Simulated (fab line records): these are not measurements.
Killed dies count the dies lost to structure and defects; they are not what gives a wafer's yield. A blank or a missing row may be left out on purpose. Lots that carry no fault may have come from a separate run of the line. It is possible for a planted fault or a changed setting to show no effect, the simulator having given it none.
Lot-split experiment + flow sfqLine + 5 lots, 23 wafers read, on a route of 325 steps

## SPLIT DETAILS
At SFQ_TRILAYER_M2_LITHO_COAT_062 (resist thk 62 nm), the setting resistThkNm was moved away from the recipe's 62 nm on 6 of the 23 wafers read, by -2.9% to +3.0%. This setting was run at the recipe's value on the other wafers.

Reading taken at the split's own step.

## THE READING
BARC_of_TRILAYER_M2_LITHO_COAT_062.thkNm (the simulator's own value, which no gauge read), in nm, at SFQ_TRILAYER_M2_LITHO_COAT_062 (resist thk 62 nm). No usual value for it is given in the file. Here, 17 wafers ran the recipe; their average is 62.23 nm with a standard deviation of 0.13 nm.

| wafer  | tool, chamber at the split | resistThkNm as run, nm | against the recipe | BARC_of_TRILAYER_M2_LITHO_COAT_062.thkNm, nm | against lot-mates on the recipe |
|--------|----------------------------|------------------------|--------------------|----------------------------------------------|---------------------------------|
| L074.1 | lithoTrack-01, 0           | 62                     | recipe             | 62.12                                        | -                               |
| L074.2 | lithoTrack-01, 0           | 62                     | recipe             | 62.29                                        | -                               |
| L074.4 | lithoTrack-01, 0           | 62                     | recipe             | 62.31                                        | -                               |
| L074.5 | lithoTrack-01, 0           | 60.2                   | -2.9%              | 60.46                                        | -1.78                           |
| L074.6 | lithoTrack-01, 0           | 60.2                   | -2.9%              | 60.37                                        | -1.87                           |
| L075.1 | lithoTrack-01, 0           | 63.87                  | +3.0%              | 64.24                                        | +1.86                           |
| L075.2 | lithoTrack-01, 0           | 62                     | recipe             | 62.47                                        | -                               |
| L075.3 | lithoTrack-01, 0           | 62                     | recipe             | 62.44                                        | -                               |
| L075.4 | lithoTrack-01, 0           | 62                     | recipe             | 62.22                                        | -                               |
| L075.6 | lithoTrack-01, 0           | 63.87                  | +3.0%              | 64.41                                        | +2.03                           |
| L080.1 | lithoTrack-01, 0           | 62                     | recipe             | 62.2                                         | -                               |
| L080.2 | lithoTrack-01, 0           | 62                     | recipe             | 62.14                                        | -                               |
| L080.4 | lithoTrack-01, 0           | 62                     | recipe             | 62.11                                        | -                               |
| L080.6 | lithoTrack-01, 0           | 62                     | recipe             | 62.11                                        | -                               |
| L080.5 | lithoTrack-01, 0           | 62                     | recipe             | 62.24                                        | -                               |
| L083.3 | lithoTrack-01, 0           | 62                     | recipe             | 62.25                                        | -                               |
| L083.4 | lithoTrack-01, 0           | 62                     | recipe             | 62.14                                        | -                               |
| L083.6 | lithoTrack-01, 0           | 62                     | recipe             | 62.39                                        | -                               |
| L085.2 | lithoTrack-02, 0           | 62                     | recipe             | 62.21                                        | -                               |
| L085.3 | lithoTrack-02, 0           | 63.84                  | +3.0%              | 64.04                                        | +1.89                           |
| L085.4 | lithoTrack-02, 0           | 62                     | recipe             | 62.29                                        | -                               |
| L085.5 | lithoTrack-02, 0           | 63.84                  | +3.0%              | 63.84                                        | +1.69                           |
| L085.6 | lithoTrack-02, 0           | 62                     | recipe             | 61.96                                        | -                               |

FIT RESULTS
A straight line over all 23 wafers: BARC_of_TRILAYER_M2_LITHO_COAT_062.thkNm changes by +0.632 nm for each +1% of resistThkNm; r = +0.99; the points scatter about the line by 0.14 nm.
The same after taking each lot's own level away (the mean of its wafers on the recipe; 23 wafers): +0.626 nm for each +1%; r = +0.99; scatter 0.1 nm.
That fit puts the effect of the largest move of resistThkNm on the reading at 1.9 nm.
Measured against the standard deviation above, the lots' own levels, which go from 62.153 to 62.377 nm, span 1.8 times it.
Consequently the slope shifts little with the lot-to-lot level, the two slopes agreeing.
Check: for one of the wafers moved furthest among these (+3.0%), held out of the fit, the line's prediction against its lot-mates is +1.89 nm. Against them it came out at +1.86 nm.

## THE OTHER SPLITS THESE WAFERS WENT THROUGH
Before the reading, these wafers also passed through other splits. Each is held against what the fit with the lots' levels taken away leaves over:
| other split on the same wafers                 | wafers away from the commonest value | r with BARC_of_TRILAYER_M2_LITHO_COAT_062.thkNm (lot level and that fit taken away) |
|------------------------------------------------|--------------------------------------|-------------------------------------------------------------------------------------|
| SFQ_TRILAYER_M1_LITHO_PEB_042 pebTimeS         | 6                                    | -0.32                                                                               |
| SFQ_TRILAYER_I1_CMP_CMP_046 leaveAboveRefNm    | 7                                    | -0.06                                                                               |
| SFQ_TRILAYER_I1_VIA_LITHO_COAT_049 resistThkNm | 9                                    | -0.17                                                                               |
| SFQ_TRILAYER_I1_VIA_ETCH_VIA_ETCH_052 biasW    | 9                                    | -0.03                                                                               |

## FILE'S OWN FIT
BARC_of_TRILAYER_M2_LITHO_COAT_062.thkNm changes by +0.625 nm for each +1% of resistThkNm, r = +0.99.
